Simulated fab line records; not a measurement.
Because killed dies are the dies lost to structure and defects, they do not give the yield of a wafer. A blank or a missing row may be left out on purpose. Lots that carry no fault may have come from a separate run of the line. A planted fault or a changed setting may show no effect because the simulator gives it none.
Comparing a struck lot with a sound one | flow gf180mcu | 14 out of 602 route steps
Sound: wafers L546.1, L546.4, L546.5. Wafers struck: L545.1, L545.3, L545.4. The cause is named last.
For every step that has rows: the tool of each side, followed by ch and its chambers, followed by its first start. Under that, the readings that differ: sound wafers | struck wafers | difference of the means | sigmas: that difference in standard deviations of wafers without a fault.
alike: words and numbers the same on both sides, and readings whose means are apart by under 2 such deviations; not compared: readings that were withheld, readings missing a value for some wafer, numbers with overlapping values and no deviation given by the record, and bounds like >300 which may hide the same value.
Wherever a step has rows on one side only, a row that says differs or no value, or a row with sigmas, the two part there. Numbers that don't overlap but have no deviation are shown without sigmas and don't part them. A reading that every wafer of one side lacks parts them only if that side has two wafers or more.

GF_V4_CD_MEAS_14: target cd 260 nm.
  sound on cdSem-02, day 28 03:45; struck on cdSem-02, day 27 19:32
  alike: cdNm
GF_V4_OVL_MEAS_15:
  sound on overlay-01, day 28 03:52; struck on overlay-02, day 27 19:39
  alike: V4_OVL
GF_V4_ETCH_16: etches BARC in N2/H2.
  sound on rieDiel-02 ch 0,2,3, day 28 03:55; struck on rieDiel-02 ch 0,1,2, day 27 19:41
  alike: drypumpMotorCurrentA, n2FlowSccm, oesProductAu, throttleValvePct
GF_V4_ETCH_17: etches SiO2 in C4F8/O2/Ar, stops on TiN, target depth 630 nm.
  sound: rieDiel-02 ch 0,2,3; struck: rieDiel-02 ch 0,1,2
  alike: oesProductAu
GF_V4_STRIP_18: strips in O2/N2.
  sound on plasmaAsher-01 ch 0,1, day 28 04:02; struck on plasmaAsher-02 ch 0,1, day 27 19:49
  alike: drypumpMotorCurrentA, heaterPowerW, n2FlowSccm, oesProductAu
  not compared: rfHoursCounterH
then, 2 steps without rows for these wafers: GF_V4_STRIP_19 (strips in post etch residue remover, time 1200 s); GF_V4_CLEAN_20 (cleans in DIW).
GF_V4_SPUTTER_21: material Ti, target thk 15 nm, time 80.02 s.
  sound on pvdSputter-04, day 28 04:34; struck on pvdSputter-02, day 27 20:21
  alike: throttleValvePct
GF_V4_SPUTTER_22: material TiN, target thk 10 nm, time 40 s.
  sound on pvdSputter-04, day 28 04:38; struck on pvdSputter-02, day 27 20:25
  alike: throttleValvePct
then, 1 step without rows for these wafers: GF_V4_CVD_23 (deposits W, target thk 350 nm, time 104.9 s).
GF_V4_RS_MEAS_24: uses a four-point probe to measure.
  sound on filmMetro-01, day 28 04:47; struck on filmMetro-02, day 27 20:34
  alike: V4_W_RS
GF_V4_THK_MEAS_25: measures by xrf.
  sound on filmMetro-01, day 28 04:54; struck on filmMetro-02, day 27 20:41
  alike: V4_W_THK
GF_V4_CMP_26: polishes, stops on SiO2, t overpolish 15 s, target thk 0 nm.
  sound on cmp-01 ch 0,2,3, day 28 05:04; struck on cmp-01 ch 1,2,3, day 27 20:47
  no value came back on the struck wafers for any of 7 readings (edgeZonePressureFrac, headPressurePsi (psi) and others); on the sound wafers edgeZonePressureFrac reads 0.992 0.995 0.998
reading                            | sound             | struck            | difference | sigmas
model.W_of_V4_CVD_23.thkNm (nm)    | 0 0 0             | 349.5 351.5 352.8 | +351.3     | 
model.SiO2_of_V4_CVD_02.thkNm (nm) | 626.9 628.2 626.9 | 632.2 631.5 632.7 | +4.8       | 
-- the record jumps here: 4 days lie between the struck wafers' starts before and after (it left off in module V4 and takes up again in module PASSIVATION, whose first step shown is number 602 of the route) --
GF_PASSIVATION_PROBE_99:
  only the struck wafers here have rows in the record (prober-02, day 31 23:51); the sound ones have none

WHERE THEY PART
Last at GF_PASSIVATION_PROBE_99 as far as this record goes, first at GF_V4_CMP_26.

WHY: the cause the simulator had injected
Whole step skipped at GF_V4_CMP_26 on cmp-01, starting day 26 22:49. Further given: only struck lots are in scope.
